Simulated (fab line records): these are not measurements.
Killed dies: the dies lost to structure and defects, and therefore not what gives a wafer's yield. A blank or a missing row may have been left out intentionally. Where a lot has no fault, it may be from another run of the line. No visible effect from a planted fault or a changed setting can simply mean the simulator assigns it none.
8D (eight disciplines) problem report, filled in by code ; flow gf180mcu ; the parts of the form that need people (team, actions taken, sign-off) are left out

1. WHAT IS WRONG
POLY_GATE_CVD_00_THK at GF_POLY_GATE_THK_MEAS_01 reads a mean of 218.1 nm on 3 wafers of 1 lot; wafers without a fault read 199.0 nm with a standard deviation of 2. Relative to the usual mean, that is a shift of +9.6 standard deviations.
First seen on wafer L666.3, day 10 06:43, on filmMetro-03. The record holds 36 wafers of 12 lots with a number at this step. The rule behind "out" and "out of limits": a value lying over 4 standard deviations away from the usual mean. Any other wafer with a number is counted as sound.

2. WHAT THIS IS AND IS NOT
question;is;is not
which readings at this step;POLY_GATE_CVD_00_THK;-
which lots;L666;L660, L661, L662, L664, L665, L675, L676, L678, L680, L682, L683
which wafers of those lots;all that have a number;-
read on which gauges;filmMetro-03;filmMetro-01, filmMetro-04
when;from day 10 06:43;"up to then (15 sound wafers); but 18 sound wafers of L675, L676, L678, L680, L682, L683 came after"

3. THE SUSPECTS, EACH WITH WHAT RULES IT OUT
Counting: a tool at a process step up to the reading stays a suspect if it ran every lot that is out and no sound lot after the first of them.
- ruled out: the gauge at GF_POLY_GATE_THK_MEAS_01. All the wafers that are out were read on filmMetro-03, but those of them that GF_POLY_GATE_CVD_00 has rows for are out there too, on other tools.
- plasmaAsher-02 at GF_VT_IMPLANT_STRIP_09 (strips in O2/N2): ruled out as a lasting fault. The sound lots L683 went through it after L666, its earliest lot that is out (day 7 04:31).
- plasmaAsher-02 at GF_VT_IMPLANT_STRIP_20 (strips in O2/N2): kept. It ran the lot that is out, L666 (day 7 20:23), and no sound lot after that; its last sound lot up to then is L661 (day 6 14:09).
- lpcvd-02 at GF_POLY_GATE_CVD_00 (deposits poly-Si, target thk 200 nm, time 1200 s): ruled out as a lasting fault. The sound lots L682, L683 went through it after L666, its earliest lot that is out (day 10 04:41).
Left after counting: plasmaAsher-02 at GF_VT_IMPLANT_STRIP_20.

4. THE CAUSE (what the simulator had put in)
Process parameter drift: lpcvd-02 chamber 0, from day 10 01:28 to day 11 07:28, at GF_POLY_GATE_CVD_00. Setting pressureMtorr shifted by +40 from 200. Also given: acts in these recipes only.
It was ruled out by counting, in error; the rule expects a fault to strike all lots run on its tool from its start on, and this fault did not.

5. SEQUENCE OF EFFECTS, ordered by route
Rows list readings where the struck wafers' mean (over those with a number) sits beyond 3 standard deviations from the usual. Only readings for which the record gives a usual standard deviation are gone through. hours: the time from each lot's start at the first step in this table that gives one to its start at this step, as a median over the lots. sigmas: the change in usual standard deviations.
hours;step;reading;usual;on struck wafers;change;sigmas
0;GF_POLY_GATE_CVD_00;pressureMtorr;200.0 mTorr;240.5;+40.5;+86
2;GF_POLY_GATE_THK_MEAS_01;POLY_GATE_CVD_00_THK;199.0 nm;218.1;+19.1;+9.6
The process steps in it:
- GF_POLY_GATE_CVD_00: deposits poly-Si, target thk 200 nm, time 1200 s.

6. HOW IT WOULD HAVE BEEN CAUGHT EARLIER
5 hours passed between the start of the fault at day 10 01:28 and the first reading out of limits at a measuring or inspecting step in this record, taken at day 10 06:43.
Tool's own readings at GF_POLY_GATE_CVD_00, pressureMtorr: out on all struck wafers the step has rows for; an alarm limit on them would have tripped on the first.
